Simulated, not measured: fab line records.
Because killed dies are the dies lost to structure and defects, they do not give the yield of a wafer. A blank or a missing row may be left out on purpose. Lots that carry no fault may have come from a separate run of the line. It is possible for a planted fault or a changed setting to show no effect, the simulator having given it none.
Code-filled problem report in 8D (eight disciplines) form / flow sfqLine / the parts of the form that need people (team, actions taken, sign-off) are left out

## 1. THE ISSUE
M7_NB_RS at SFQ_M7_RS_MEAS_943 reads a mean of 1.298 ohm/sq on 2 wafers of 2 lots; wafers without a fault read 0.886 ohm/sq with a standard deviation of 0.0073. Measured from the usual mean, that is +57 standard deviations.
The step: measures by four-point-probe.
Seen first at day 74 00:28 on filmMetro-02, wafer L969.6. Wafers with a number at this step in the record: 40, from 14 lots. The rule behind "out" and "out of limits": a value lying over 4 standard deviations away from the usual mean. Any other wafer with a number is counted as sound.

## 2. WHAT IT IS, WHAT IT ISN'T
question=which readings at this step | is=M7_NB_RS | is not=-
question=which lots | is=L969, L970 | is not=L957, L958, L959, L963, L973, L974, L975, L976, L977, L978, L979, L980
question=which wafers of those lots | is=L969.6, L970.6 | is not=L969.3, L970.1
question=read on which gauges | is=filmMetro-01, filmMetro-02 | is not=filmMetro-04
question=when | is=from day 74 00:28 | is not=up to then (13 sound wafers); but 25 sound wafers of L970, L973, L974, L975, L976, L977, L978, L979, L980 came after

## 3. THE SUSPECTS, EACH WITH WHAT RULES IT OUT
Counting: if a tool at a process step up to the reading ran every lot that is out, it stays a suspect. Sound lots after the first of them don't rule it out here, since some wafers of a struck lot are sound.
- the gauge at SFQ_M7_RS_MEAS_943 is ruled out. The wafers that are out were read on 2 gauges (filmMetro-01, filmMetro-02).
- pvdSputter-05 at SFQ_TRILAYER_M7_DEP_SPUTTER_175 (material Nb, target thk 200 nm, time 133.3 s): kept. Ran every lot that is out, first one L969 (day 74 00:20); last sound lot up to then L957 (day 68 08:13).
Remaining after the count: pvdSputter-05 at SFQ_TRILAYER_M7_DEP_SPUTTER_175.

## 4. THE CAUSE (what the simulator had put in)
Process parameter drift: pvdSputter-05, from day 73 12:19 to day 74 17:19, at SFQ_TRILAYER_M7_DEP_SPUTTER_175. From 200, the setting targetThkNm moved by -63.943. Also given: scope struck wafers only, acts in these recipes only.
After counting, this tool was the only one left.

## 5. THE CHAIN OF EFFECTS, in route order
Each row: a reading where the mean over the struck wafers with a number is more than 3 standard deviations away from the usual. Readings are gone through only where the record gives a usual standard deviation; hours: the median, over the lots, of the time from a lot's start at the first step in this table giving one to that lot's start at this step; sigmas: the change measured in usual standard deviations.
hours=0; step=SFQ_M7_RS_MEAS_943; reading=M7_NB_RS; usual=0.886 ohm/sq; on struck wafers=1.298; change=+0.412; sigmas=+57
hours=7; step=SFQ_TRILAYER_M7_ETCH_METAL_ETCH_180; reading=oesProductAu; usual=0.896 a.u.; on struck wafers=0.732; change=-0.164; sigmas=-26
It contains these process steps:
- SFQ_TRILAYER_M7_ETCH_METAL_ETCH_180: etches Nb in Cl2/Ar, stops on SiO2, target depth 240 nm, time 120 s.
At these later measuring or inspecting steps, every struck wafer for which the step has a row has a number for every such reading, and none has moved that far: SFQ_I7_BOW_MEAS_946, SFQ_M8_OVL_MEAS_948.

## 6. WHAT WOULD HAVE CAUGHT IT SOONER
In this record the first reading out of limits at a measuring or inspecting step was taken at day 74 00:28, 12 hours after the fault began at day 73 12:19.
Tool readings at SFQ_TRILAYER_M7_DEP_SPUTTER_175 with a usual standard deviation given in the record: none out on any struck wafer, hence no alarm at a limit of 4 standard deviations on them.
L970, from the lots that are out (2), started SFQ_TRILAYER_M7_DEP_SPUTTER_175 on pvdSputter-05 later than day 74 00:28. Putting the tool on hold at that point would have spared it.
